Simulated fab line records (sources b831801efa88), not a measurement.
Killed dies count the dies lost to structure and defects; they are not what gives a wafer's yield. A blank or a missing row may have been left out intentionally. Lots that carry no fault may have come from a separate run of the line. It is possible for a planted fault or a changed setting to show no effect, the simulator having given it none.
A struck lot beside a sound one -- flow sky130 -- 39 steps out of a route of 708
Sound: the wafers L371.1, L371.4, L371.5. The struck wafers were L381.2, L381.3, L381.4. Last of all comes the cause.
Each step with rows lists, per side, the tool, then ch with its chambers, then its first start. Under that, the readings that differ: sound wafers -- struck wafers -- difference of the means -- sigmas: that difference in standard deviations of wafers without a fault.
alike: readings with means less than 2 such deviations apart, plus words and numbers identical on both sides. not compared: withheld readings, readings lacking a value on some wafer, bounds such as >300 that could conceal the same value, and numbers that have no deviation in the record and whose values overlap.
The two part at a step that has a row with sigmas, a row that says differs or no value, or rows on one side only. Non-overlapping numbers with no deviation appear without sigmas and do not part them. A reading that every wafer of one side lacks parts them only if that side has two wafers or more.

first, 10 steps without rows for these wafers: SKY_RES_PROTECT_DEHYDRATE_00 (time 60 s); SKY_RES_PROTECT_HMDS_01 (prime time 60 s); SKY_RES_PROTECT_COAT_02 (resist thk 1140 nm); SKY_RES_PROTECT_SOFTBAKE_03 (time 60 s); SKY_RES_PROTECT_EXPOSE_04 (exposes mask RPM, target cd 1270 nm); SKY_RES_PROTECT_PEB_05; SKY_RES_PROTECT_DEVELOP_06 (develop time 60 s); SKY_POLY_GATE_IMPLANT_02; SKY_RES_PROTECT_STRIP_07 (strips in O2/N2); SKY_RES_PROTECT_CLEAN_09 (cleans in SC1/SC2, time 150 s).
SKY_POLY_GATE_CVD_03: deposits Si3N4 from DCS/NH3, target thk 75 nm, time 1290 s.
  sound on lpcvd-02 ch 0, day 17 06:27; struck on lpcvd-02 ch 0, day 21 06:53
reading,sound,struck,difference,sigmas
pressure mtorr (mTorr),250.1 250.2 249.5,300.8 301.0 300.8,+50.9,+98
model.Si3N4_of_POLY_GATE_CVD_03.thk nm (nm),74.05 75.31 74.39,79.88 79.85 80.34,+5.44,
SKY_POLY_GATE_THK_MEAS_04:
  sound on film metro-02, day 17 07:49; struck on film metro-03, day 21 08:28
reading,sound,struck,difference,sigmas
POLY_GATE_CVD_03_THK (nm),74.1 75.3 74.4,79.9 79.9 80.4,+5.5,+7
  not compared: hold
then, 7 steps without rows for these wafers: SKY_POLY_GATE_HMDS_06 (prime time 60 s); SKY_POLY_GATE_COAT_07 (resist thk 110 nm); SKY_POLY_GATE_COAT_08 (resist thk 450 nm); SKY_POLY_GATE_SOFTBAKE_09 (time 90 s); SKY_POLY_GATE_EXPOSE_10 (exposes mask P1M, target cd 150 nm); SKY_POLY_GATE_PEB_11; SKY_POLY_GATE_DEVELOP_12 (develop time 60 s).
SKY_POLY_GATE_CD_MEAS_13: target cd 150 nm.
  sound on cd sem-02, day 18 13:40; struck on cd sem-01, day 22 15:16
reading,sound,struck,difference,sigmas
cd nm (nm),150.6 149.3 150.3,161.2 162.6 162.6,+12.1,+8
  not compared: hold
SKY_POLY_GATE_OVL_MEAS_14:
  sound on overlay-01, day 18 13:47; struck on overlay-01, day 23 06:29
reading,sound,struck,difference,sigmas
hold,- - -,await dispo/15.1h/release await dispo/15.1h/release await dispo/15.1h/release,no value on the sound wafers,
  alike: POLY_GATE_OVL
SKY_POLY_GATE_ETCH_15: etches BARC in N2/H2, stops on SiO2, time 118.5 s, target depth 110 nm.
  sound on rie diel-02 ch 0,2,3, day 18 13:49; struck on rie diel-04 ch 1,2, day 23 06:31
reading,sound,struck,difference,sigmas
model.POLY_GATE.cd nm (nm),156.1 143.4 149.5,160.2 161.9 162.2,+11.8,
  alike: drypump motor current A, oes product au, throttle valve pct
  not compared: rf hours counter h
SKY_POLY_GATE_ETCH_16: etches Si3N4 in CH3F/O2, stops on poly-Si, time 147.5 s, target depth 75 nm.
  sound on rie diel-02 ch 0,2,3, day 18 13:54; struck on rie diel-04 ch 1,2, day 23 06:36
reading,sound,struck,difference,sigmas
oes product au (a.u.),0.637 0.646 0.638,0.659 0.658 0.657,+0.018,+4
model.etch.depth nm (nm),74.05 75.31 74.39,79.88 79.85 80.34,+5.44,
  alike: drypump motor current A, throttle valve pct
  not compared: rf hours counter h
SKY_POLY_GATE_ETCH_17: etches poly-Si in HBr/Cl2, stops on SiO2, target depth 180 nm, time 70.5 s.
  sound on rie si-02 ch 0,2, day 18 14:00; struck on rie si-02 ch 1,2,3, day 23 06:41
reading,sound,struck,difference,sigmas
model.POLY_GATE.cd nm (nm),156.8 143.6 150.1,160.9 163.5 161.9,+11.9,
  alike: HBr_flow_sccm, drypump motor current A, oes product au, throttle valve pct
  not compared: rf hours counter h
then, 3 steps without rows for these wafers: SKY_POLY_GATE_STRIP_18 (strips in O2/N2); SKY_POLY_GATE_CLEAN_19 (cleans in SC1/SC2, time 150 s); SKY_POLY_GATE_OXIDATION_20 (stabilise 600 s, purge 300 s, target thk 4 nm).
SKY_POLY_GATE_CD_MEAS_22:
  sound on cd sem-01, day 18 15:31; struck on cd sem-02, day 23 08:48
reading,sound,struck,difference,sigmas
cd nm (nm),157 144 150,160 163 162,+11,+4
  not compared: hold
then, 8 steps without rows for these wafers: SKY_LDD_N_HMDS_01 (prime time 60 s); SKY_LDD_N_COAT_02 (resist thk 300 nm); SKY_LDD_N_SOFTBAKE_03 (time 60 s); SKY_LDD_N_EXPOSE_04 (exposes mask NTM, target cd 840 nm); SKY_LDD_N_PEB_05; SKY_LDD_N_DEVELOP_06 (develop time 60 s); SKY_LDD_N_IMPLANT_08; SKY_LDD_N_IMPLANT_09.
-- a jump in the record: the struck wafers' starts before and after are 5 days apart (it breaks off in module LDD_N and resumes in module LDD_LDN, where the first step shown is number 303 of the route) --
SKY_LDD_LDN_CLEAN_14: cleans in SC1/SC2, time 150 s.
  sound on wet bench-02 ch 1, day 25 03:06; struck on wet bench-01 ch 0, day 28 20:06
reading,sound,struck,difference,sigmas
model.Si3N4_of_POLY_GATE_CVD_03.thk nm (nm),73.92 75.17 74.26,79.74 79.71 80.2,+5.43,
SKY_POLY_CUT_ETCH_11: etches Si3N4 in CF4/CH2F2/Ar, stops on poly-Si, time 42.5 s, target depth 60 nm.
  sound on rie diel-02 ch 1,2, day 26 09:19; struck on rie diel-01 ch 0,2,3, day 30 06:14
reading,sound,struck,difference,sigmas
oes product au (a.u.),0.824 0.825 0.829,0.864 0.861 0.866,+0.038,+6
model.etch.depth nm (nm),61.14 61.99 61.24,65.9 66.23 66.3,+4.7,
model.POLY_CUT.feature depth nm (nm),61.14 61.99 61.24,65.9 66.23 66.3,+4.7,
  alike: drypump motor current A, throttle valve pct
  not compared: rf hours counter h
-- a jump in the record: the struck wafers' starts before and after are 20 days apart (it breaks off in module POLY_CUT and resumes in module PAD_OPEN, where the first step shown is number 708 of the route) --
SKY_PAD_OPEN_PROBE_99:
  sound on prober-01, day 47 07:58; struck on prober-02, day 50 04:17
reading,sound,struck,difference,sigmas
model.etest.pfet g5v0d10v5.r on ohm um,4766 4706 4690,4868 4915 4822,+148,
model.etest.nfet_01v8.r on ohm um,862.3 816.3 809.2,877.1 894.2 874.2,+52.6,
model.etest.nfet g5v0d10v5.r on ohm um,1870 1832 1836,1918 1931 1927,+79,
model.etest.sonos uncharged.r on ohm um,820.9 807.5 791.9,837.2 853.7 840,+36.9,
model.etest.nfet_01v8_lvt.drive ua um,557.1 582.9 582.7,549.2 542.8 547.5,-27.7,
model.etest.nfet_01v8_swapped.drive ua um,486.9 511.9 513.2,485.2 482.7 482.7,-20.5,
  alike: killed_at_M0_to_M3, killed_at_M4_up, killed at contacts, killed at front end, killed at other, killed dies, killed open, killed short
  not compared: model.etest.pfet_01v8.r on ohm um, model.etest.res poly.line ohm um

WHERE THEY PART
At SKY_POLY_GATE_CVD_03 first; at SKY_POLY_CUT_ETCH_11 last (within this record only). Later steps at which nothing parts them and some readings are alike: SKY_PAD_OPEN_PROBE_99.

WHY: what the simulator had put in
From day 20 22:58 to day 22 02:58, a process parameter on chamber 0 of lpcvd-02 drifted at SKY_POLY_GATE_CVD_03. Setting pressure mtorr shifted by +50 from 250. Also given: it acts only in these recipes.
